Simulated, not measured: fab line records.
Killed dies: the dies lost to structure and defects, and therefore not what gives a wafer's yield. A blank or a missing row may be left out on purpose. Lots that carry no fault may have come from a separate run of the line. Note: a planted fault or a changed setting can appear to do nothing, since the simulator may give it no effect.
Which of the tools did it? / flow gf180mcu / 14 lots, 42 wafers sampled, at 3 steps of a route of 602

== WHAT THE GAUGES READ, wafer by wafer ==
GF_STI_CD_MEAS_12: the cd target is 220 nm. Usual: cd nm reads 220.1 nm (standard deviation 1.2).
lot=L920; measured=day 2 01:11; on=cd sem-02; cd nm (nm)=221.4 220.7 222.4; flag=
lot=L921; measured=day 2 06:35; on=cd sem-01; cd nm (nm)=222.7 222.4 221.9; flag=
lot=L923; measured=day 2 17:01; on=cd sem-02; cd nm (nm)=220.9 220.0 220.2; flag=
lot=L924; measured=day 2 23:23; on=cd sem-02; cd nm (nm)=221.4 222.6 221.1; flag=
lot=L925; measured=day 3 02:33; on=cd sem-02; cd nm (nm)=218.6 218.3 217.9; flag=
lot=L926; measured=day 3 08:37; on=cd sem-01; cd nm (nm)=220.5 220.5 220.0; flag=
lot=L927; measured=day 3 15:14; on=cd sem-01; cd nm (nm)=219.5 218.6 219.6; flag=
lot=L928; measured=day 3 20:40; on=cd sem-01; cd nm (nm)=220.9 220.8 219.5; flag=
lot=L929; measured=day 4 01:08; on=cd sem-01; cd nm (nm)=219.3 219.6 220.1; flag=
lot=L931; measured=day 4 10:28; on=cd sem-02; cd nm (nm)=221.1 221.5 220.7; flag=
lot=L932; measured=day 4 16:20; on=cd sem-02; cd nm (nm)=221.8 221.8 221.8; flag=
lot=L940; measured=day 6 07:51; on=cd sem-02; cd nm (nm)=221.0 221.0 221.7; flag=
lot=L942; measured=day 6 20:29; on=cd sem-01; cd nm (nm)=220.0 219.3 219.0; flag=
lot=L943; measured=day 7 02:32; on=cd sem-01; cd nm (nm)=219.9 219.9 219.5; flag=

GF_STI_THK_MEAS_30. Usual: for STI_OXIDATION_02_THK the level is 9.91 nm and the standard deviation is 0.16.
lot=L920; measured=day 2 05:47; on=film metro-04; STI_OXIDATION_02_THK (nm)=10.06 10.07 10.26; flag=
lot=L921; measured=day 2 12:22; on=film metro-03; STI_OXIDATION_02_THK (nm)=9.99 9.94 10.03; flag=
lot=L923; measured=day 2 21:20; on=film metro-03; STI_OXIDATION_02_THK (nm)=9.91 9.94 10.00; flag=
lot=L924; measured=day 3 06:41; on=film metro-04; STI_OXIDATION_02_THK (nm)=9.77 9.70 9.75; flag=
lot=L925; measured=day 3 09:20; on=film metro-02; STI_OXIDATION_02_THK (nm)=10.12 9.84 9.82; flag=
lot=L926; measured=day 3 13:55; on=film metro-03; STI_OXIDATION_02_THK (nm)=9.71 9.75 9.79; flag=
lot=L927; measured=day 3 21:29; on=film metro-03; STI_OXIDATION_02_THK (nm)=10.07 10.03 9.86; flag=
lot=L928; measured=day 4 05:55; on=film metro-02; STI_OXIDATION_02_THK (nm)=10.10 9.96 9.70; flag=
lot=L929; measured=day 4 16:58; on=film metro-04; STI_OXIDATION_02_THK (nm)=9.87 10.13 10.01; flag=
lot=L931; measured=day 5 01:05; on=film metro-03; STI_OXIDATION_02_THK (nm)=9.94 10.00 9.92; flag=
lot=L932; measured=day 5 01:04; on=film metro-04; STI_OXIDATION_02_THK (nm)=9.96 10.05 9.83; flag=
lot=L940; measured=day 6 16:35; on=film metro-04; STI_OXIDATION_02_THK (nm)=9.90 9.86 9.68; flag=
lot=L942; measured=day 7 00:48; on=film metro-02; STI_OXIDATION_02_THK (nm)=9.62 9.81 9.77; flag=
lot=L943; measured=day 7 07:01; on=film metro-03; STI_OXIDATION_02_THK (nm)=9.73 9.58 9.78; flag=

== WHICH TOOL RAN EACH LOT (tool, then ch and the chambers of the sampled wafers, then the start) ==
lot=L920; GF_STI_ETCH_13=rie diel-04 ch 0,1, day 2 01:18
lot=L921; GF_STI_ETCH_13=rie diel-01 ch 0,2,3, day 2 06:41
lot=L923; GF_STI_ETCH_13=rie diel-02 ch 2,3, day 2 17:06
lot=L924; GF_STI_ETCH_13=rie diel-04 ch 0,1,3, day 2 23:30
lot=L925; GF_STI_ETCH_13=rie diel-02 ch 0,2,3, day 3 02:39
lot=L926; GF_STI_ETCH_13=rie diel-02 ch 2,3, day 3 08:42
lot=L927; GF_STI_ETCH_13=rie diel-04 ch 0,2, day 3 15:21
lot=L928; GF_STI_ETCH_13=rie diel-01 ch 1,2, day 3 20:44
lot=L929; GF_STI_ETCH_13=rie diel-02 ch 0,2, day 4 01:15
lot=L931; GF_STI_ETCH_13=rie diel-04 ch 0,1,2, day 4 10:33
lot=L932; GF_STI_ETCH_13=rie diel-02 ch 0,1,2, day 4 16:27
lot=L940; GF_STI_ETCH_13=rie diel-04 ch 1,2,3, day 6 07:57
lot=L942; GF_STI_ETCH_13=rie diel-02 ch 0,1,3, day 6 20:35
lot=L943; GF_STI_ETCH_13=rie diel-02 ch 1,3, day 7 02:38
- GF_STI_ETCH_13: etches the open film in CHF3/O2, stops on Si, target depth 282.31 nm, time 112.9 s.

== AS READ BY THE TOOLS THEMSELVES (means over the sampled wafers that have a number; for cases with no such wafer, the mark the record gives instead) ==
GF_STI_ETCH_13. Usual: drypump motor current A 5.7 A, standard deviation 0.55; oes product au 0.824 a.u., standard deviation 0.0068; throttle valve pct 8.807 %, standard deviation 0.0097.
lot=L920; tool=rie diel-04; drypump motor current A (A)=6.0; oes product au (a.u.)=0.822; throttle valve pct (%)=8.809; flag=
lot=L921; tool=rie diel-01; drypump motor current A (A)=5.6; oes product au (a.u.)=0.826; throttle valve pct (%)=8.804; flag=
lot=L923; tool=rie diel-02; drypump motor current A (A)=5.4; oes product au (a.u.)=0.825; throttle valve pct (%)=8.795; flag=
lot=L924; tool=rie diel-04; drypump motor current A (A)=6.1; oes product au (a.u.)=0.828; throttle valve pct (%)=8.806; flag=
lot=L925; tool=rie diel-02; drypump motor current A (A)=5.7; oes product au (a.u.)=0.819; throttle valve pct (%)=8.800; flag=
lot=L926; tool=rie diel-02; drypump motor current A (A)=5.4; oes product au (a.u.)=0.817; throttle valve pct (%)=8.809; flag=
lot=L927; tool=rie diel-04; drypump motor current A (A)=5.6; oes product au (a.u.)=0.824; throttle valve pct (%)=8.809; flag=
lot=L928; tool=rie diel-01; drypump motor current A (A)=5.0; oes product au (a.u.)=0.825; throttle valve pct (%)=8.803; flag=
lot=L929; tool=rie diel-02; drypump motor current A (A)=5.9; oes product au (a.u.)=0.814; throttle valve pct (%)=8.805; flag=
lot=L931; tool=rie diel-04; drypump motor current A (A)=6.0; oes product au (a.u.)=0.817; throttle valve pct (%)=8.805; flag=
lot=L932; tool=rie diel-02; drypump motor current A (A)=5.6; oes product au (a.u.)=0.814; throttle valve pct (%)=8.811; flag=
lot=L940; tool=rie diel-04; drypump motor current A (A)=6.1; oes product au (a.u.)=0.825; throttle valve pct (%)=8.801; flag=
lot=L942; tool=rie diel-02; drypump motor current A (A)=5.5; oes product au (a.u.)=0.836; throttle valve pct (%)=8.818; flag=
lot=L943; tool=rie diel-02; drypump motor current A (A)=5.0; oes product au (a.u.)=0.832; throttle valve pct (%)=8.805; flag=

== THE ANSWER, worked out from the rows above alone ==
Rule: take the mean of a lot's wafers that have a number; if it is more than 3 standard deviations from the usual mean, the lot is off. A lot without any number at a reading at which 4 lots or more have one is off too. Where the step has rows for the other lots, those lots are counted as sound. Order of review: gauges by route order, followed by the tools' own readings, for which a lot's mean as printed above is used. The first step at which some lot is off is used, and at that step the reading that is off furthest; a lot without a number counts as furthest.
No lot is off at any reading shown: from this, nothing can be told.

== WHAT THE SIMULATOR HAD INSERTED ==
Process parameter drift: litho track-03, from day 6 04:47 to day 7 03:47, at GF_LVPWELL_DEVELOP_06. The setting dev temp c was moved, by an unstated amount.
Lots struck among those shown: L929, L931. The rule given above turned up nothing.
